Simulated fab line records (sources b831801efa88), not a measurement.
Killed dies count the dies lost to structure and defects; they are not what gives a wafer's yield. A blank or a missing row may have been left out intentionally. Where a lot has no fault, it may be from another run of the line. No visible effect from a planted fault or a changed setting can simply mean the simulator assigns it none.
fab line records ; flow sky130
[record] lots = 13; wafers = 39; lastDay = 50
route steps=708 shown METAL3@564 VIA3@576 METAL4@598 CAP2M@605 PAD_OPEN@708
lots untouched by any fault: they come from a run of this same line in which no faults occurred
startH: hours from the record's first day to the start of the lot's first wafer shown ; waitH: hours from the lot's prior step to this one ; " unchanged from the row above ; L1.1+2: one row covering several wafers at once ; - no value, or no start was given ; * or withheld: withheld ; < > ~ a bound
route shown NAME@n: names a module that has steps shown in the file, with the first one's number in the route ; usual: mean/standard deviation of fault-free wafers ; same: alike in all rows ; chamber/n: place in a boat ; sites: each site's reading ; _std_site: standard deviation of those values ; _edge_site: outer sites' mean less inner sites' ; radiusMm: how far each site lies from the wafer's centre ; mask NAME#n: copy n ; behind: the tool/chamber that last shaped the wafer ; hold: reason for holding the lot/hours on hold/outcome of the hold ; device: which transistor (n, p or np) failed to switch ; end of line: tests run on the same wafers once the route is complete ; a step with no rows: only its recipe ; killed: at the first sort, the dies lost to defects and structure; wafer yield is something else ; map: a wafer's dies, marking killed ones x, the rest . and places with no die _
set.NAME: the run value of the setting; set.NAME@STEP: its run value at that earlier step ; model.NAME: the simulator's own value behind a step, which no gauge read
a sample of lots followed through the steps of the route, with each step as a table and each wafer as a row
services: the hour from which a tool's chamber was out of use, counted from the record's first day as startH (under 0 if before that day), plus the number of hours and why
[[steps]]
[step SKY_METAL3_OVL_MEAS_14]
[usual] METAL3_OVL = 2/4.8
lot.wafer;tool;chamber;startH;waitH;METAL3_OVL[nm]
L668.4;overlay-02;-;910.96;0.1;7
L668.5;overlay-02;-;910.96;0.1;8
L668.6;overlay-02;-;910.96;0.1;3
L670.1;overlay-01;-;917.50;0.1;3
L670.3;overlay-01;-;917.50;0.1;1
L670.6;overlay-01;-;917.50;0.1;1
L671.1;overlay-02;-;939.45;0.1;-2
L671.2;overlay-02;-;939.45;0.1;5
L671.5;overlay-02;-;939.45;0.1;1
L674.1;overlay-02;-;959.93;0.1;0
L674.2;overlay-02;-;959.93;0.1;-2
L674.3;overlay-02;-;959.93;0.1;2
L675.3;overlay-01;-;967.86;0.1;4
L675.4;overlay-01;-;967.86;0.1;3
L675.5;overlay-01;-;967.86;0.1;13
L676.1;overlay-01;-;971.29;0.1;-5
L676.4;overlay-01;-;971.29;0.1;0
L676.6;overlay-01;-;971.29;0.1;0
L677.3;overlay-01;-;978.56;0.1;0
L677.4;overlay-01;-;978.56;0.1;6
L677.6;overlay-01;-;978.56;0.1;1
L682.2;overlay-01;-;1008.24;0.1;-4
L682.3;overlay-01;-;1008.24;0.1;-3
L682.6;overlay-01;-;1008.24;0.1;-2
L684.4;overlay-02;-;1021.61;0.1;1
L684.5;overlay-02;-;1021.61;0.1;-5
L684.6;overlay-02;-;1021.61;0.1;1
L685.3;overlay-02;-;1032.38;0.1;15
L685.4;overlay-02;-;1032.38;0.1;13
L685.6;overlay-02;-;1032.38;0.1;10
L688.3;overlay-02;-;1048.25;0.1;-2
L688.4;overlay-02;-;1048.25;0.1;2
L688.5;overlay-02;-;1048.25;0.1;-6
L689.2;overlay-01;-;1050.89;0.1;5
L689.4;overlay-01;-;1050.89;0.1;8
L689.6;overlay-01;-;1050.89;0.1;9
L690.1;overlay-01;-;1056.59;0.1;-1
L690.3;overlay-01;-;1056.59;0.1;-3
L690.6;overlay-01;-;1056.59;0.1;2
[step SKY_VIA3_BOW_MEAS_03]
[recipe] mode = bow
[usual] VIA3_BOW = 78/7
lot.wafer;tool;chamber;startH;waitH;VIA3_BOW[um]
L668.4;filmMetro-04;-;912.54;0.2;79
L668.5;filmMetro-04;-;912.54;0.2;78
L668.6;filmMetro-04;-;912.54;0.2;71
L670.1;filmMetro-02;-;919.33;0.1;74
L670.3;filmMetro-02;-;919.33;0.1;81
L670.6;filmMetro-02;-;919.33;0.1;76
L671.1;filmMetro-03;-;940.93;0.1;65
L671.2;filmMetro-03;-;940.93;0.1;72
L671.5;filmMetro-03;-;940.93;0.1;76
L674.1;filmMetro-02;-;961.42;0.1;69
L674.2;filmMetro-02;-;961.42;0.1;77
L674.3;filmMetro-02;-;961.42;0.1;82
L675.3;filmMetro-04;-;969.37;0.2;83
L675.4;filmMetro-04;-;969.37;0.2;79
L675.5;filmMetro-04;-;969.37;0.2;73
L676.1;filmMetro-03;-;972.91;0.2;81
L676.4;filmMetro-03;-;972.91;0.2;73
L676.6;filmMetro-03;-;972.91;0.2;71
L677.3;filmMetro-04;-;980.22;0.3;78
L677.4;filmMetro-04;-;980.22;0.3;83
L677.6;filmMetro-04;-;980.22;0.3;69
L682.2;filmMetro-04;-;1009.87;0.1;77
L682.3;filmMetro-04;-;1009.87;0.1;76
L682.6;filmMetro-04;-;1009.87;0.1;88
L684.4;filmMetro-03;-;1023.31;0.3;85
L684.5;filmMetro-03;-;1023.31;0.3;86
L684.6;filmMetro-03;-;1023.31;0.3;82
L685.3;filmMetro-04;-;1034.34;0.2;72
L685.4;filmMetro-04;-;1034.34;0.2;71
L685.6;filmMetro-04;-;1034.34;0.2;72
L688.3;filmMetro-02;-;1049.76;0.2;87
L688.4;filmMetro-02;-;1049.76;0.2;94
L688.5;filmMetro-02;-;1049.76;0.2;78
L689.2;filmMetro-04;-;1052.65;0.1;70
L689.4;filmMetro-04;-;1052.65;0.1;69
L689.6;filmMetro-04;-;1052.65;0.1;74
L690.1;filmMetro-03;-;1058.33;0.1;78
L690.3;filmMetro-03;-;1058.33;0.1;70
L690.6;filmMetro-03;-;1058.33;0.1;68
[step SKY_METAL4_SPUTTER_00]
[recipe] material = Ti; targetThkNm = 15; powerW = 3000; timeS = 10; chamberPressurePa = 0.4
[usual] cathodeDcPowerW = 2999.9/0.54; chamberPressurePa = 0.4001/0.00086; throttleValvePct = 30.2/1.2
lot.wafer;tool;chamber;startH;waitH;cathodeDcPowerW;chamberPressurePa;throttleValvePct
L668.4;pvdSputter-02;-;939.28;0.2;3000.0;0.3990;31.7
L668.5;pvdSputter-02;-;939.28;0.2;2999.0;0.3989;28.6
L668.6;pvdSputter-02;-;939.28;0.2;3000.2;0.4006;31.3
L670.1;pvdSputter-02;-;945.98;0.1;3000.2;0.3973;28.7
L670.3;pvdSputter-02;-;945.98;0.1;3000.6;0.3980;31.0
L670.6;pvdSputter-02;-;945.98;0.1;2999.8;0.4009;29.4
L671.1;pvdSputter-02;-;967.40;0.1;3001.2;0.3993;30.9
L671.2;pvdSputter-02;-;967.40;0.1;2999.2;0.3994;28.6
L671.5;pvdSputter-02;-;967.40;0.1;2999.3;0.4009;31.2
L674.1;pvdSputter-04;-;987.55;0.1;-;-;-
L674.2;pvdSputter-04;-;987.55;0.1;-;-;-
L674.3;pvdSputter-04;-;987.55;0.1;-;-;-
L675.3;pvdSputter-02;-;995.30;0.1;-;-;-
L675.4;pvdSputter-02;-;995.30;0.1;-;-;-
L675.5;pvdSputter-02;-;995.30;0.1;-;-;-
L676.1;pvdSputter-01;-;998.30;0.2;2999.7;0.4010;29.4
L676.4;pvdSputter-01;-;998.30;0.2;2999.5;0.3998;31.3
L676.6;pvdSputter-01;-;998.30;0.2;3000.5;0.4009;29.4
L677.3;pvdSputter-01;-;1005.83;0.1;3001.2;0.4001;31.0
L677.4;pvdSputter-01;-;1005.83;0.1;3000.2;0.3996;28.7
L677.6;pvdSputter-01;-;1005.83;0.1;2999.8;0.3999;31.3
L682.2;pvdSputter-02;-;1034.60;0.2;3000.2;0.4008;30.9
L682.3;pvdSputter-02;-;1034.60;0.2;2999.9;0.4002;29.3
L682.6;pvdSputter-02;-;1034.60;0.2;3000.5;0.4005;28.8
L684.4;pvdSputter-02;-;1048.00;0.1;3000.2;0.3990;31.3
L684.5;pvdSputter-02;-;1048.00;0.1;2999.7;0.3987;28.7
L684.6;pvdSputter-02;-;1048.00;0.1;3000.4;0.4008;30.8
L685.3;pvdSputter-02;-;1058.63;0.1;2999.6;0.4002;28.7
L685.4;pvdSputter-02;-;1058.63;0.1;3000.9;0.4001;31.3
L685.6;pvdSputter-02;-;1058.63;0.1;3000.1;0.3992;28.8
L688.3;pvdSputter-04;-;1073.03;0.2;2999.9;0.3985;31.7
L688.4;pvdSputter-04;-;1073.03;0.2;3000.1;0.4013;31.2
L688.5;pvdSputter-04;-;1073.03;0.2;2999.9;0.3990;32.3
L689.2;pvdSputter-02;-;1075.13;0.2;2999.8;0.3997;31.4
L689.4;pvdSputter-02;-;1075.13;0.2;3000.8;0.4004;28.7
L689.6;pvdSputter-02;-;1075.13;0.2;2998.8;0.4003;31.3
L690.1;pvdSputter-04;-;1081.30;0.2;2999.8;0.4007;30.8
L690.3;pvdSputter-04;-;1081.30;0.2;2999.7;0.3999;28.6
L690.6;pvdSputter-04;-;1081.30;0.2;3000.3;0.3998;29.0
[step SKY_CAP2M_SPUTTER_02]
[recipe] material = TiN; targetThkNm = 200; tempC = 300; powerW = 6500; timeS = 166.7; chamberPressurePa = 0.4
[usual] cathodeDcPowerW = 6499.8/1.1; chamberPressurePa = 0.4001/0.00075; throttleValvePct = 30.0/0.94
lot.wafer;tool;chamber;startH;waitH;cathodeDcPowerW;chamberPressurePa;throttleValvePct
L668.4;pvdSputter-01;-;939.57;0.1;6502.1;0.4000;28.7
L668.5;pvdSputter-01;-;939.57;0.1;6500.7;0.3998;29.7
L668.6;pvdSputter-01;-;939.57;0.1;6499.9;0.4002;31.2
L670.1;pvdSputter-03;-;946.22;0.1;6500.8;0.3990;30.1
L670.3;pvdSputter-03;-;946.22;0.1;6499.8;0.3992;31.4
L670.6;pvdSputter-03;-;946.22;0.1;6496.7;0.3995;29.8
L671.1;pvdSputter-01;-;967.63;0.1;6499.9;0.4004;31.0
L671.2;pvdSputter-01;-;967.63;0.1;6500.6;0.3996;29.5
L671.5;pvdSputter-01;-;967.63;0.1;6501.4;0.4009;31.3
L674.1;pvdSputter-01;-;987.79;0.1;6499.2;0.4013;28.7
L674.2;pvdSputter-01;-;987.79;0.1;6498.4;0.3989;29.8
L674.3;pvdSputter-01;-;987.79;0.1;6499.4;0.3993;29.6
L675.3;pvdSputter-03;-;995.54;0.0;6498.0;0.4006;31.3
L675.4;pvdSputter-03;-;995.54;0.0;6500.1;0.3996;29.1
L675.5;pvdSputter-03;-;995.54;0.0;6499.3;0.3994;29.7
L676.1;pvdSputter-03;-;998.53;0.1;6500.1;0.4003;30.1
L676.4;pvdSputter-03;-;998.53;0.1;6499.7;0.3995;31.0
L676.6;pvdSputter-03;-;998.53;0.1;6499.4;0.4003;30.0
L677.3;pvdSputter-02;-;1006.08;0.0;6499.2;0.3998;29.2
L677.4;pvdSputter-02;-;1006.08;0.0;6500.9;0.4003;31.4
L677.6;pvdSputter-02;-;1006.08;0.0;6498.5;0.4003;28.8
L682.2;pvdSputter-03;-;1034.83;0.0;6501.2;0.3997;30.0
L682.3;pvdSputter-03;-;1034.83;0.0;6500.1;0.4013;31.3
L682.6;pvdSputter-03;-;1034.83;0.0;6500.2;0.4015;31.5
L684.4;pvdSputter-03;-;1048.23;0.0;6498.6;0.4000;29.0
L684.5;pvdSputter-03;-;1048.23;0.0;6497.2;0.4003;31.3
L684.6;pvdSputter-03;-;1048.23;0.0;6501.0;0.4000;30.3
L685.3;pvdSputter-03;-;1058.86;0.0;6501.0;0.4005;30.3
L685.4;pvdSputter-03;-;1058.86;0.0;6500.0;0.3990;31.1
L685.6;pvdSputter-03;-;1058.86;0.0;6498.0;0.3999;29.1
L688.3;pvdSputter-02;-;1073.27;0.0;6499.4;0.4001;31.7
L688.4;pvdSputter-02;-;1073.27;0.0;6498.8;0.3999;29.3
L688.5;pvdSputter-02;-;1073.27;0.0;6500.5;0.4003;29.4
L689.2;pvdSputter-03;-;1075.37;0.0;6499.3;0.4007;29.5
L689.4;pvdSputter-03;-;1075.37;0.0;6499.8;0.3985;31.2
L689.6;pvdSputter-03;-;1075.37;0.0;6497.4;0.3996;31.2
L690.1;pvdSputter-01;-;1081.54;0.1;6500.3;0.4014;31.1
L690.3;pvdSputter-01;-;1081.54;0.1;6502.0;0.3995;29.4
L690.6;pvdSputter-01;-;1081.54;0.1;6499.6;0.4008;31.2
[step SKY_PAD_OPEN_PROBE_99]
[usual] defectLimitedYield = 82.9/1.7; killed_at_M0_to_M3 = 42/6.1; killed_at_M4_up = 3.4/2; killedAtContacts = 23/4.8; killedAtFrontEnd = 15/3.8; killedAtOther = 0.3/0.48; killedDies = 84/8.5; killedOpen = 46/6.8; killedShort = 38/6.2; sort_bin_3_pad_short = 0.8/0.42; sort_bin_5_function = 10.1/1.4; sort_bin_6_memory = 6.2/0.99; sortNPass = 408/8.5; sortYieldPct = 82.9/1.7
[same] grossDies = 492; killedAtBackSide = 0; sort_bin_4_leakage[%] = 0; sort_bin_8_speed[%] = 0
lot.wafer;tool;chamber;startH;waitH;defectLimitedYield[%];killed_at_M0_to_M3;killed_at_M4_up;killedAtContacts;killedAtFrontEnd;killedAtOther;killedDies;killedOpen;killedShort;sort_bin_3_pad_short[%];sort_bin_5_function[%];sort_bin_6_memory[%];sortNPass;sortYieldPct[%]
L668.4;prober-02;-;1083.79;0.2;83.7;38;3;25;14;0;80;55;25;0.2;9.1;6.9;412;83.7
L668.5;prober-02;-;1083.84;0.2;79.9;55;3;21;20;0;99;51;48;2.0;10.2;7.9;393;79.9
L668.6;prober-02;-;1083.89;0.2;83.5;34;5;26;16;0;81;45;36;0.8;10.6;5.1;411;83.5
L670.1;prober-02;-;1089.89;0.1;82.9;33;1;29;21;0;84;54;30;0.2;10.2;6.7;408;82.9
L670.3;prober-02;-;1089.99;0.2;80.1;51;5;23;17;2;98;54;44;1.2;11.8;6.9;394;80.1
L670.6;prober-02;-;1090.14;0.2;84.1;37;6;18;17;0;78;39;39;0.4;9.1;6.3;414;84.1
L671.1;prober-01;-;1110.54;0.1;80.1;47;6;22;22;1;98;59;39;0.8;12.4;6.7;394;80.1
L671.2;prober-01;-;1110.59;0.1;80.9;45;3;27;18;1;94;56;38;0.6;10.0;8.5;398;80.9
L671.5;prober-01;-;1110.74;0.2;82.7;49;3;19;14;0;85;40;45;1.2;11.0;5.1;407;82.7
L674.1;prober-02;-;1125.09;0.1;85.0;42;4;15;13;0;74;43;31;0.6;10.2;4.3;418;85.0
L674.2;prober-02;-;1125.14;0.1;80.1;48;5;28;17;0;98;47;51;1.2;10.0;8.7;394;80.1
L674.3;prober-02;-;1125.19;0.2;85.6;32;3;24;12;0;71;46;25;0.6;8.5;5.3;421;85.6
L675.3;prober-01;-;1132.09;0.2;82.3;36;3;35;13;0;87;40;45;1.8;9.1;6.7;405;82.3
L675.4;prober-01;-;1132.14;0.2;84.3;40;4;20;12;1;77;40;35;1.0;8.7;5.9;415;84.3
L675.5;prober-01;-;1132.19;0.2;78.5;49;2;36;19;0;106;56;49;1.2;12.8;7.5;386;78.5
L676.1;prober-02;-;1133.61;0.1;82.1;52;0;23;12;1;88;48;40;0.4;11.0;6.5;404;82.1
L676.4;prober-02;-;1133.76;0.2;84.6;44;6;18;8;0;76;45;31;1.0;9.6;4.9;416;84.6
L676.6;prober-02;-;1133.86;0.2;87.2;34;2;17;10;0;63;29;34;1.4;6.3;5.1;429;87.2
L677.3;prober-01;-;1140.69;0.2;82.5;41;3;23;19;0;86;47;39;0.8;10.0;6.7;406;82.5
L677.4;prober-01;-;1140.74;0.2;84.6;35;1;24;16;0;76;44;32;1.4;8.5;5.5;416;84.6
L677.6;prober-01;-;1140.84;0.2;82.7;47;4;18;16;0;85;51;34;0.8;10.6;5.9;407;82.7
L682.2;prober-02;-;1162.67;0.1;86.2;34;0;21;12;1;68;30;38;0.8;6.7;6.3;424;86.2
L682.3;prober-02;-;1162.72;0.2;83.1;35;2;17;27;2;83;45;37;1.0;9.8;6.1;409;83.1
L682.6;prober-02;-;1162.87;0.2;81.1;40;3;31;18;1;93;58;34;0.4;13.2;5.3;399;81.1
L684.4;prober-02;-;1172.97;0.2;82.9;47;4;20;13;0;84;44;40;0.6;9.8;6.7;408;82.9
L684.5;prober-02;-;1173.02;0.2;85.8;39;1;17;13;0;70;40;30;0.8;7.9;5.5;422;85.8
L684.6;prober-02;-;1173.07;0.2;82.3;40;4;24;19;0;87;47;40;1.0;10.0;6.7;405;82.3
L685.3;prober-02;-;1181.36;0.2;82.9;37;1;34;12;0;84;50;34;1.0;10.0;6.1;408;82.9
L685.4;prober-02;-;1181.41;0.2;85.2;44;2;20;7;0;73;33;39;0.2;10.8;3.9;419;85.2
L685.6;prober-02;-;1181.51;0.2;82.7;48;2;21;13;1;85;44;39;0.8;11.6;4.9;407;82.7
L688.3;prober-01;-;1192.27;0.2;80.5;51;3;31;11;0;96;58;37;0.4;11.2;7.9;396;80.5
L688.4;prober-01;-;1192.32;0.2;81.3;42;2;28;20;0;92;51;40;1.4;11.2;6.1;400;81.3
L688.5;prober-01;-;1192.37;0.2;80.7;43;9;26;17;0;95;47;48;0.4;13.2;5.7;397;80.7
L689.2;prober-02;-;1194.38;0.1;80.9;46;2;26;20;0;94;42;51;1.6;11.4;6.1;398;80.9
L689.4;prober-02;-;1194.48;0.2;83.3;37;3;31;11;0;82;43;39;0.6;10.6;5.5;410;83.3
L689.6;prober-02;-;1194.58;0.2;84.8;38;2;21;14;0;75;38;37;0.4;8.3;6.5;417;84.8
L690.3;prober-01;-;1198.13;0.2;83.3;30;4;33;15;0;82;55;27;0.4;9.6;6.7;410;83.3
L690.6;prober-01;-;1198.28;0.2;84.1;43;4;18;13;0;78;43;35;0.4;9.6;5.9;414;84.1
// killed by level:class
L668.4 CONTACT:geometricParticle:open=13 VIA1:geometricParticle:open=13 LI_CONTACT:geometricParticle:open=8 VIA3:geometricParticle:open=6 POLY_GATE:geometricParticle:open=5 VIA1:geometricParticle:short=4 METAL2:geometricParticle:short=4 POLY_GATE:geometricParticle:short=3
L668.5 VIA1:geometricParticle:open=12 CONTACT:geometricParticle:open=8 POLY_GATE:geometricParticle:short=6 METAL1:geometricParticle:short=6 METAL2:geometricParticle:short=6 VIA3:geometricParticle:open=6 POLY_GATE:geometricParticle:open=5 LI_CONTACT:geometricParticle:open=5
L668.6 CONTACT:geometricParticle:open=11 VIA1:geometricParticle:open=10 LI_CONTACT:geometricParticle:open=7 FIELD_ISO:geometricParticle:short=6 VIA2:geometricParticle:open=6 VIA1:geometricParticle:short=5 METAL4:geometricParticle:short=5 CONTACT:geometricParticle:short=4
L670.1 CONTACT:geometricParticle:open=17 VIA1:geometricParticle:open=8 FIELD_ISO:geometricParticle:open=7 FIELD_ISO:geometricParticle:short=5 POLY_GATE:geometricParticle:short=5 VIA3:geometricParticle:open=5 LI_CONTACT:geometricParticle:open=4 VIA1:geometricParticle:short=4
L670.3 CONTACT:geometricParticle:open=12 METAL2:geometricParticle:short=10 VIA1:geometricParticle:open=9 VIA2:geometricParticle:open=6 VIA2:geometricParticle:short=6 FIELD_ISO:geometricParticle:short=5 FIELD_ISO:geometricParticle:open=5 LI_CONTACT:geometricParticle:open=5
L670.6 LI_CONTACT:geometricParticle:open=8 CONTACT:geometricParticle:open=8 METAL3:geometricParticle:short=6 VIA1:geometricParticle:open=6 POLY_GATE:geometricParticle:short=5 METAL1:geometricParticle:short=5 FIELD_ISO:geometricParticle:short=4 FIELD_ISO:geometricParticle:open=4
L671.1 CONTACT:geometricParticle:open=12 VIA1:geometricParticle:open=10 FIELD_ISO:geometricParticle:open=7 VIA3:geometricParticle:open=7 VIA1:geometricParticle:short=7 FIELD_ISO:geometricParticle:short=6 METAL1:geometricParticle:short=5 VIA2:geometricParticle:open=5
L671.2 CONTACT:geometricParticle:open=12 VIA1:geometricParticle:open=10 METAL2:geometricParticle:short=8 LI_CONTACT:geometricParticle:open=7 VIA2:geometricParticle:open=7 FIELD_ISO:geometricParticle:short=5 VIA3:geometricParticle:open=5 FIELD_ISO:geometricParticle:open=4
L671.5 CONTACT:geometricParticle:open=11 VIA2:geometricParticle:open=8 FIELD_ISO:geometricParticle:short=7 METAL2:geometricParticle:short=7 METAL1:geometricParticle:short=6 VIA1:geometricParticle:short=5 VIA3:geometricParticle:open=5 FIELD_ISO:geometricParticle:open=4
L674.1 VIA1:geometricParticle:open=10 CONTACT:geometricParticle:open=8 METAL1:geometricParticle:short=8 VIA2:geometricParticle:open=8 FIELD_ISO:geometricParticle:open=6 VIA2:geometricParticle:short=4 POLY_GATE:geometricParticle:open=3 LI_CONTACT:geometricParticle:open=3
L674.2 CONTACT:geometricParticle:open=9 METAL1:geometricParticle:short=9 VIA1:geometricParticle:open=9 METAL2:geometricParticle:short=7 CONTACT:geometricParticle:short=6 FIELD_ISO:geometricParticle:short=5 VIA3:geometricParticle:open=5 LI_CONTACT:geometricParticle:open=5
L674.3 VIA1:geometricParticle:open=9 LI_CONTACT:geometricParticle:open=8 VIA2:geometricParticle:open=6 VIA3:geometricParticle:open=6 CONTACT:geometricParticle:open=5 CONTACT:geometricParticle:short=5 POLY_GATE:geometricParticle:open=4 METAL1:geometricParticle:short=4
L675.3 CONTACT:geometricParticle:open=17 LOCAL_INTERCONNECT:geometricParticle:short=8 METAL2:geometricParticle:short=7 VIA1:geometricParticle:short=6 VIA1:geometricParticle:open=6 FIELD_ISO:geometricParticle:short=5 VIA2:geometricParticle:open=4 LI_CONTACT:geometricParticle:open=3
L675.4 VIA3:geometricParticle:open=8 CONTACT:geometricParticle:open=7 METAL2:geometricParticle:short=7 VIA1:geometricParticle:open=6 POLY_GATE:geometricParticle:open=6 VIA2:geometricParticle:open=5 LI_CONTACT:geometricParticle:open=4 LOCAL_INTERCONNECT:geometricParticle:short=4
L675.5 CONTACT:geometricParticle:open=14 VIA1:geometricParticle:open=10 METAL2:geometricParticle:short=9 CONTACT:geometricParticle:short=8 LI_CONTACT:geometricParticle:open=7 VIA1:geometricParticle:short=7 FIELD_ISO:geometricParticle:short=6 METAL1:geometricParticle:short=6
L676.1 VIA1:geometricParticle:open=15 VIA2:geometricParticle:open=9 METAL1:geometricParticle:short=7 CONTACT:geometricParticle:short=6 METAL2:geometricParticle:short=6 VIA3:geometricParticle:open=6 FIELD_ISO:geometricParticle:short=5 CONTACT:geometricParticle:open=5
L676.4 VIA1:geometricParticle:open=12 CONTACT:geometricParticle:open=8 VIA3:geometricParticle:open=7 POLY_GATE:geometricParticle:open=5 METAL1:geometricParticle:short=5 VIA2:geometricParticle:short=4 VIA2:geometricParticle:open=4 METAL4:geometricParticle:short=4
L676.6 VIA1:geometricParticle:open=13 CONTACT:geometricParticle:open=5 METAL2:geometricParticle:short=5 LOCAL_INTERCONNECT:geometricParticle:short=4 POLY_GATE:geometricParticle:short=3 LI_CONTACT:geometricParticle:open=3 CONTACT:geometricParticle:short=3 VIA2:geometricParticle:short=3
L677.3 CONTACT:geometricParticle:open=10 FIELD_ISO:geometricParticle:open=7 VIA1:geometricParticle:open=7 CONTACT:geometricParticle:short=6 VIA2:geometricParticle:open=6 VIA3:geometricParticle:open=5 FIELD_ISO:geometricParticle:short=4 LI_CONTACT:geometricParticle:short=4
L677.4 VIA1:geometricParticle:open=8 CONTACT:geometricParticle:open=7 FIELD_ISO:geometricParticle:short=6 LI_CONTACT:geometricParticle:open=6 VIA3:geometricParticle:open=6 METAL1:geometricParticle:short=6 VIA2:geometricParticle:open=6 FIELD_ISO:geometricParticle:open=4
L677.6 VIA1:geometricParticle:open=12 FIELD_ISO:geometricParticle:open=8 VIA2:geometricParticle:open=7 LI_CONTACT:geometricParticle:open=6 CONTACT:geometricParticle:open=6 METAL2:geometricParticle:short=6 VIA3:geometricParticle:open=6 METAL1:geometricParticle:short=5
L682.2 CONTACT:geometricParticle:open=6 VIA3:geometricParticle:open=6 CONTACT:geometricParticle:short=5 VIA2:geometricParticle:open=5 FIELD_ISO:geometricParticle:short=4 POLY_GATE:geometricParticle:open=4 LI_CONTACT:geometricParticle:short=4 METAL2:geometricParticle:short=4
L682.3 VIA1:geometricParticle:open=10 FIELD_ISO:geometricParticle:short=8 CONTACT:geometricParticle:open=7 FIELD_ISO:geometricParticle:open=5 POLY_GATE:geometricParticle:open=5 METAL2:geometricParticle:short=5 POLY_GATE:geometricParticle:short=4 LI_CONTACT:geometricParticle:open=4
L682.6 CONTACT:geometricParticle:open=15 VIA3:geometricParticle:open=9 VIA1:geometricParticle:open=6 VIA2:geometricParticle:open=6 FIELD_ISO:geometricParticle:open=5 LOCAL_INTERCONNECT:geometricParticle:short=5 METAL1:geometricParticle:short=5 LI_CONTACT:geometricParticle:open=4
L684.4 VIA1:geometricParticle:open=14 CONTACT:geometricParticle:open=7 VIA3:geometricParticle:open=7 VIA3:geometricParticle:short=6 FIELD_ISO:geometricParticle:short=5 METAL1:geometricParticle:short=5 LI_CONTACT:geometricParticle:short=4 CONTACT:geometricParticle:short=4
L684.5 VIA1:geometricParticle:open=12 CONTACT:geometricParticle:open=6 LOCAL_INTERCONNECT:geometricParticle:short=5 METAL2:geometricParticle:short=5 VIA2:geometricParticle:open=5 VIA3:geometricParticle:open=5 VIA1:geometricParticle:short=4 VIA2:geometricParticle:short=4
L684.6 CONTACT:geometricParticle:open=12 VIA1:geometricParticle:open=8 CONTACT:geometricParticle:short=7 SPACER:geometricParticle:open=5 METAL1:geometricParticle:short=5 VIA2:geometricParticle:open=5 VIA3:geometricParticle:open=5 POLY_GATE:geometricParticle:short=4
L685.3 LI_CONTACT:geometricParticle:open=14 CONTACT:geometricParticle:short=8 VIA1:geometricParticle:open=8 CONTACT:geometricParticle:open=6 VIA2:geometricParticle:open=6 FIELD_ISO:geometricParticle:open=5 METAL2:geometricParticle:short=4 VIA3:geometricParticle:open=4
L685.4 VIA1:geometricParticle:open=11 METAL1:geometricParticle:short=7 LOCAL_INTERCONNECT:geometricParticle:short=6 CONTACT:geometricParticle:short=6 CONTACT:geometricParticle:open=5 VIA1:geometricParticle:short=5 VIA2:geometricParticle:short=4 VIA2:geometricParticle:open=4
L685.6 VIA1:geometricParticle:open=12 CONTACT:geometricParticle:open=8 METAL1:geometricParticle:short=8 VIA2:geometricParticle:open=5 LI_CONTACT:geometricParticle:open=4 LOCAL_INTERCONNECT:geometricParticle:short=4 VIA1:geometricParticle:short=4 FIELD_ISO:geometricParticle:short=3
L688.3 VIA1:geometricParticle:open=18 CONTACT:geometricParticle:open=12 LI_CONTACT:geometricParticle:open=7 METAL1:geometricParticle:short=7 VIA2:geometricParticle:open=6 VIA3:geometricParticle:open=5 VIA3:geometricParticle:short=5 FIELD_ISO:geometricParticle:short=4
L688.4 LI_CONTACT:geometricParticle:open=7 VIA1:geometricParticle:short=7 CONTACT:geometricParticle:open=7 VIA1:geometricParticle:open=7 VIA3:geometricParticle:open=7 FIELD_ISO:geometricParticle:open=6 LOCAL_INTERCONNECT:geometricParticle:short=6 VIA2:geometricParticle:open=6
L688.5 VIA1:geometricParticle:open=12 VIA1:geometricParticle:short=8 METAL4:geometricParticle:short=7 LI_CONTACT:geometricParticle:open=6 CONTACT:geometricParticle:open=6 FIELD_ISO:geometricParticle:open=5 LI_CONTACT:geometricParticle:short=5 CONTACT:geometricParticle:short=5
L689.2 CONTACT:geometricParticle:short=9 METAL2:geometricParticle:short=9 METAL1:geometricParticle:short=8 CONTACT:geometricParticle:open=7 VIA1:geometricParticle:open=7 POLY_GATE:geometricParticle:short=5 LI_CONTACT:geometricParticle:open=5 VIA2:geometricParticle:open=5
L689.4 METAL1:geometricParticle:short=12 LI_CONTACT:geometricParticle:open=10 CONTACT:geometricParticle:short=7 CONTACT:geometricParticle:open=7 VIA2:geometricParticle:open=6 VIA3:geometricParticle:open=6 FIELD_ISO:geometricParticle:open=4 LOCAL_INTERCONNECT:geometricParticle:short=4
L689.6 CONTACT:geometricParticle:open=7 VIA1:geometricParticle:open=6 METAL1:geometricParticle:short=5 LOCAL_INTERCONNECT:geometricParticle:short=5 VIA2:geometricParticle:open=5 FIELD_ISO:geometricParticle:short=4 FIELD_ISO:geometricParticle:open=4 VIA3:geometricParticle:short=4
L690.3 LI_CONTACT:geometricParticle:open=11 CONTACT:geometricParticle:open=10 VIA3:geometricParticle:open=10 FIELD_ISO:geometricParticle:open=7 VIA1:geometricParticle:open=5 CONTACT:geometricParticle:short=4 VIA3:geometricParticle:short=4 FIELD_ISO:geometricParticle:short=3
L690.6 CONTACT:geometricParticle:open=11 VIA1:geometricParticle:open=9 VIA3:geometricParticle:open=9 METAL1:geometricParticle:short=6 METAL2:geometricParticle:short=4 VIA2:geometricParticle:short=4 FIELD_ISO:geometricParticle:open=3 FIELD_ISO:geometricParticle:short=3
[[services]]
tool;chamber;startH;hours;kind
pvdSputter-01;-;1072.59;4.6;repair
[[key]]
[firstSign] step = SKY_METAL4_SPUTTER_00; reading = toolRecord; direction = missing
effect none on later readings
metAt SKY_METAL4_SPUTTER_00
struckLots L674,L675
notActingAt SKY_METAL3_OVL_MEAS_14,SKY_VIA3_BOW_MEAS_03,SKY_CAP2M_SPUTTER_02
onsetBetween 967.40 987.55
[fault] kind = skippedStepWhole; tool = pvdSputter-02,pvdSputter-04; chamber = -; onsetH = 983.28; steps = SKY_METAL4_SPUTTER_00; scope = struckLotsOnly
